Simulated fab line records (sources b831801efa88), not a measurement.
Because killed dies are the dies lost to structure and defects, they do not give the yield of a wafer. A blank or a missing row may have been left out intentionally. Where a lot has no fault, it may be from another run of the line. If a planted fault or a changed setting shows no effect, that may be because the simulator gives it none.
Which tool is to blame? / flow gf180mcu / 40 wafers from 14 lots sampled at 5 of the route's 602 steps

## WHAT THE GAUGES SHOWED, per wafer
GF_V1_OVL_MEAS_15. Usual: V1_OVL typically reads -2 nm, with standard deviation 4.8.
lot=L344; measured=day 18 06:26; on=overlay-02; V1_OVL (nm)=-9 -1 7; flag=
lot=L345; measured=day 18 17:58; on=overlay-01; V1_OVL (nm)=-7 -4 -5; flag=
lot=L346; measured=day 19 01:43; on=overlay-02; V1_OVL (nm)=-10 3 -5; flag=
lot=L347; measured=day 19 11:21; on=overlay-01; V1_OVL (nm)=3 -4 -1; flag=
lot=L348; measured=day 19 21:28; on=overlay-01; V1_OVL (nm)=5 -3 0; flag=
lot=L349; measured=day 20 10:14; on=overlay-01; V1_OVL (nm)=-4 9 4; flag=
lot=L350; measured=day 20 18:28; on=overlay-02; V1_OVL (nm)=-1 -1 3; flag=
lot=L351; measured=day 20 21:18; on=overlay-02; V1_OVL (nm)=5 10 0; flag=
lot=L352; measured=day 21 16:37; on=overlay-01; V1_OVL (nm)=-6 1 -5; flag=
lot=L358; measured=day 24 01:02; on=overlay-01; V1_OVL (nm)=1 0; flag=
lot=L359; measured=day 24 09:40; on=overlay-01; V1_OVL (nm)=1 0; flag=
lot=L361; measured=day 25 00:57; on=overlay-01; V1_OVL (nm)=-2 -10 0; flag=
lot=L364; measured=day 25 21:57; on=overlay-02; V1_OVL (nm)=-4 0 -1; flag=
lot=L365; measured=day 26 01:30; on=overlay-02; V1_OVL (nm)=-9 -10 -9; flag=

GF_M2_CD_MEAS_14: the cd target is 280 nm. Usual: cd nm at 280.2 nm, with a standard deviation of 1.3.
lot=L344; measured=day 19 09:12; on=cd sem-01; cd nm (nm)=280.4 281.3 280.5; flag=
lot=L345; measured=day 19 19:56; on=cd sem-02; cd nm (nm)=278.6 278.6 279.5; flag=
lot=L346; measured=day 20 03:55; on=cd sem-02; cd nm (nm)=280.8 280.9 282.1; flag=
lot=L347; measured=day 20 13:29; on=cd sem-02; cd nm (nm)=282.2 281.4 283.3; flag=
lot=L348; measured=day 20 23:01; on=cd sem-02; cd nm (nm)=277.8 278.4 277.7; flag=
lot=L349; measured=day 21 11:28; on=cd sem-01; cd nm (nm)=281.4 280.6 280.7; flag=
lot=L350; measured=day 21 19:53; on=cd sem-01; cd nm (nm)=280.4 280.1 280.6; flag=
lot=L351; measured=day 21 23:19; on=cd sem-01; cd nm (nm)=277.3 279.6 278.7; flag=
lot=L352; measured=day 22 17:20; on=cd sem-02; cd nm (nm)=281.5 280.1 280.6; flag=
lot=L358; measured=day 24 23:43; on=cd sem-01; cd nm (nm)=279.5 281.2; flag=
lot=L359; measured=day 25 08:35; on=cd sem-01; cd nm (nm)=279.0 278.5; flag=
lot=L361; measured=day 26 00:07; on=cd sem-02; cd nm (nm)=280.0 280.8 280.5; flag=
lot=L364; measured=day 26 19:35; on=cd sem-02; cd nm (nm)=280.5 279.9 280.5; flag=
lot=L365; measured=day 26 23:43; on=cd sem-01; cd nm (nm)=278.8 279.0 278.0; flag=

GF_V2_THK_MEAS_03. Usual: V2_CVD_02_THK typically reads 846 nm, with standard deviation 9.5.
lot=L344; measured=day 19 10:12; on=film metro-04; V2_CVD_02_THK (nm)=859 854 855; flag=
lot=L345; measured=day 19 20:57; on=film metro-04; V2_CVD_02_THK (nm)=852 845 858; flag=
lot=L346; measured=day 20 04:56; on=film metro-04; V2_CVD_02_THK (nm)=834 837 854; flag=
lot=L347; measured=day 20 14:32; on=film metro-01; V2_CVD_02_THK (nm)=840 846 851; flag=
lot=L348; measured=day 21 00:02; on=film metro-04; V2_CVD_02_THK (nm)=845 847 849; flag=
lot=L349; measured=day 21 12:31; on=film metro-04; V2_CVD_02_THK (nm)=833 840 840; flag=
lot=L350; measured=day 21 20:55; on=film metro-04; V2_CVD_02_THK (nm)=844 841 845; flag=
lot=L351; measured=day 22 00:26; on=film metro-01; V2_CVD_02_THK (nm)=838 856 852; flag=
lot=L352; measured=day 22 18:31; on=film metro-04; V2_CVD_02_THK (nm)=843 835 847; flag=
lot=L358; measured=day 25 00:52; on=film metro-02; V2_CVD_02_THK (nm)=833 542; flag=OFF
lot=L359; measured=day 25 09:35; on=film metro-04; V2_CVD_02_THK (nm)=540 855; flag=OFF
lot=L361; measured=day 26 01:09; on=film metro-02; V2_CVD_02_THK (nm)=845 842 855; flag=
lot=L364; measured=day 26 20:36; on=film metro-04; V2_CVD_02_THK (nm)=840 846 852; flag=
lot=L365; measured=day 27 00:43; on=film metro-04; V2_CVD_02_THK (nm)=828 834 845; flag=

## WHICH TOOL RAN EACH LOT (tool, then ch and the chambers of the sampled wafers, then the start)
lot=L344; GF_V1_ETCH_16=rie diel-01 ch 0,1,3, day 18 06:28; GF_V2_CVD_02=pecvd-01 ch 0,1,2, day 19 10:08
lot=L345; GF_V1_ETCH_16=rie diel-02 ch 1,2,3, day 18 18:00; GF_V2_CVD_02=pecvd-01 ch 0,2, day 19 20:52
lot=L346; GF_V1_ETCH_16=rie diel-02 ch 0,3, day 19 01:45; GF_V2_CVD_02=pecvd-02 ch 0,1,2, day 20 04:51
lot=L347; GF_V1_ETCH_16=rie diel-02 ch 0,1,3, day 19 11:23; GF_V2_CVD_02=pecvd-01 ch 0,1, day 20 14:28
lot=L348; GF_V1_ETCH_16=rie diel-04 ch 0,1, day 19 21:30; GF_V2_CVD_02=pecvd-04 ch 0,1, day 20 23:58
lot=L349; GF_V1_ETCH_16=rie diel-02 ch 1,2,3, day 20 10:17; GF_V2_CVD_02=pecvd-02 ch 1,2, day 21 12:27
lot=L350; GF_V1_ETCH_16=rie diel-01 ch 0,2,3, day 20 18:29; GF_V2_CVD_02=pecvd-01 ch 0,1, day 21 20:50
lot=L351; GF_V1_ETCH_16=rie diel-02 ch 1,3, day 20 21:20; GF_V2_CVD_02=pecvd-01 ch 0,1, day 22 00:17
lot=L352; GF_V1_ETCH_16=rie diel-04 ch 1,2,3, day 21 16:39; GF_V2_CVD_02=pecvd-04 ch 0,1,2, day 22 18:27
lot=L358; GF_V1_ETCH_16=rie diel-02 ch 1,3, day 24 01:04; GF_V2_CVD_02=pecvd-04 ch 0,1, day 25 00:48
lot=L359; GF_V1_ETCH_16=rie diel-04 ch 0,1, day 24 09:41; GF_V2_CVD_02=pecvd-04 ch 0,2, day 25 09:29
lot=L361; GF_V1_ETCH_16=rie diel-04 ch 0,2,3, day 25 00:59; GF_V2_CVD_02=pecvd-02 ch 0,1, day 26 01:04
lot=L364; GF_V1_ETCH_16=rie diel-04 ch 1,2,3, day 25 21:59; GF_V2_CVD_02=pecvd-01 ch 1,2, day 26 20:31
lot=L365; GF_V1_ETCH_16=rie diel-04 ch 1,3, day 26 01:32; GF_V2_CVD_02=pecvd-02 ch 0,1,2, day 27 00:38
- GF_V1_ETCH_16: etches BARC in N2/H2.
- GF_V2_CVD_02: deposits SiO2 from TEOS, target thk 850 nm, time 94.851 s.

## WHAT THE TOOLS THEMSELVES READ (means of the sampled wafers that have a number; where no wafer has one, the mark that the record gives instead)
GF_V1_ETCH_16. Usual: drypump motor current A 5.7 A, standard deviation 0.34; oes product au 0.856 a.u., standard deviation 0.0048; throttle valve pct 13.225 %, standard deviation 0.0094.
lot=L344; tool=rie diel-01; drypump motor current A (A)=5.8; oes product au (a.u.)=0.852; throttle valve pct (%)=13.224; flag=
lot=L345; tool=rie diel-02; drypump motor current A (A)=6.0; oes product au (a.u.)=0.856; throttle valve pct (%)=13.223; flag=
lot=L346; tool=rie diel-02; drypump motor current A (A)=5.8; oes product au (a.u.)=0.857; throttle valve pct (%)=13.224; flag=
lot=L347; tool=rie diel-02; drypump motor current A (A)=5.6; oes product au (a.u.)=0.860; throttle valve pct (%)=13.232; flag=
lot=L348; tool=rie diel-04; drypump motor current A (A)=5.5; oes product au (a.u.)=0.855; throttle valve pct (%)=13.226; flag=
lot=L349; tool=rie diel-02; drypump motor current A (A)=6.0; oes product au (a.u.)=0.851; throttle valve pct (%)=13.235; flag=
lot=L350; tool=rie diel-01; drypump motor current A (A)=5.6; oes product au (a.u.)=0.855; throttle valve pct (%)=13.229; flag=
lot=L351; tool=rie diel-02; drypump motor current A (A)=5.6; oes product au (a.u.)=0.855; throttle valve pct (%)=13.222; flag=
lot=L352; tool=rie diel-04; drypump motor current A (A)=5.6; oes product au (a.u.)=0.854; throttle valve pct (%)=13.228; flag=
lot=L358; tool=rie diel-02; drypump motor current A (A)=5.8; oes product au (a.u.)=0.856; throttle valve pct (%)=13.220; flag=
lot=L359; tool=rie diel-04; drypump motor current A (A)=5.5; oes product au (a.u.)=0.861; throttle valve pct (%)=13.223; flag=
lot=L361; tool=rie diel-04; drypump motor current A (A)=5.6; oes product au (a.u.)=0.854; throttle valve pct (%)=13.236; flag=
lot=L364; tool=rie diel-04; drypump motor current A (A)=5.6; oes product au (a.u.)=0.859; throttle valve pct (%)=13.227; flag=
lot=L365; tool=rie diel-04; drypump motor current A (A)=5.8; oes product au (a.u.)=0.852; throttle valve pct (%)=13.228; flag=

GF_V2_CVD_02. Usual: heater power w at 657 W, with a standard deviation of 81.
lot=L344; tool=pecvd-01; heater power w (W)=664; flag=
lot=L345; tool=pecvd-01; heater power w (W)=655; flag=
lot=L346; tool=pecvd-02; heater power w (W)=638; flag=
lot=L347; tool=pecvd-01; heater power w (W)=618; flag=
lot=L348; tool=pecvd-04; heater power w (W)=690; flag=
lot=L349; tool=pecvd-02; heater power w (W)=585; flag=
lot=L350; tool=pecvd-01; heater power w (W)=635; flag=
lot=L351; tool=pecvd-01; heater power w (W)=603; flag=
lot=L352; tool=pecvd-04; heater power w (W)=690; flag=
lot=L358; tool=pecvd-04; heater power w (W)=670; flag=
lot=L359; tool=pecvd-04; heater power w (W)=606; flag=
lot=L361; tool=pecvd-02; heater power w (W)=694; flag=
lot=L364; tool=pecvd-01; heater power w (W)=647; flag=
lot=L365; tool=pecvd-02; heater power w (W)=679; flag=

## THE ANSWER, worked out from the rows above alone
Rule: a lot counts as off when the mean over its wafers that have a number is more than 3 standard deviations away from the usual mean. A lot without any number at a reading at which 4 lots or more have one is off too. Any other lot the step has rows for is counted as sound. Order of review: gauges by route order, followed by the tools' own readings, for which a lot's mean as printed above is used. At the first step where some lot is off, the reading lying furthest off is the one used; lots without a number count as furthest.
Off: L358, L359, seen at GF_V2_THK_MEAS_03 (V2_CVD_02_THK).
A tool fits if, at a process step before that reading, it ran every lot that is off, and no sound lot after the first of them. Gauges at GF_V2_THK_MEAS_03: tried the same way as those tools. One fits: pecvd-04 at GF_V2_CVD_02. A fault onset in the window from L352 (day 22 18:27, its last sound lot) to L358 (day 25 00:48, its first lot off) fits.

## WHAT THE SIMULATOR PUT IN
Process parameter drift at GF_V2_CVD_02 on pecvd-04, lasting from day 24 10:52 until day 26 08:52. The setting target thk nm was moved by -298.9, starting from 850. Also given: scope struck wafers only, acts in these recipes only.
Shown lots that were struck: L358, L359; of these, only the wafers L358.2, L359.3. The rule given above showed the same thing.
